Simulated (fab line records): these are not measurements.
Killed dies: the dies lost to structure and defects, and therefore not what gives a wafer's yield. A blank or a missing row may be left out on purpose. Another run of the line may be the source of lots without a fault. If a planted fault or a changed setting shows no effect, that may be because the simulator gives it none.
Matching of chambers -- flow gf180mcu -- GF_V4_CMP_04 on cmp-01 has 4 sister chambers
The step polishes SiO2. 8 wafers are shown with their chamber, then 7 later ones without.

WAFERS PAIRED WITH THEIR CHAMBERS
wafer,chamber,motor-current-A (A),slurry-flow-ml-min
L719.3,2,14.3,150.4
L719.5,0,11.1,149.8
L719.6,1,12.6,149.2
L725.2,3,10.4,149.9
L725.3,2,14.3,150.3
L725.6,1,11.9,150.3
L726.3,0,11.4,151.1
L726.4,3,10.7,150.5

WAFERS WITH NO CHAMBER GIVEN
wafer,motor-current-A (A),slurry-flow-ml-min
L726.6,10.5,149.8
L727.3,11.4,149.5
L727.4,12.9,150.2
L727.6,11.0,149.6
L730.2,11.3,150.2
L730.4,11.4,149.9
L730.6,10.9,150.8

CHAMBER TAKEN BY EACH
wafer,from the rows above,in truth
L726.6,3,3
L727.3,can't be placed: 0 or 1 or 3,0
L727.4,1,1
L727.6,can't be placed: 0 or 3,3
L730.2,0,0
L730.4,can't be placed: 0 or 1 or 3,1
L730.6,can't be placed: 0 or 3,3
Placed correctly: 3 of 7. These rows do not allow placing 4 (true chamber among the candidates in 4). 0 placed wrongly.
How it was worked out, from the rows above alone: a wafer's distance from a chamber is the root of the sum, over the readings, of the square of ((its reading less the chamber's mean) divided by the reading's scatter). If the next closest chamber is less than 2 further off than the closest, the wafer can't be placed; otherwise it belongs to the closest. For every chamber, the mean is computed from those of its wafers that are shown. The scatter is the square root of a quotient: the sum, over the shown wafers, of each reading's squared deviation from its chamber's mean, divided by wafers minus chambers.
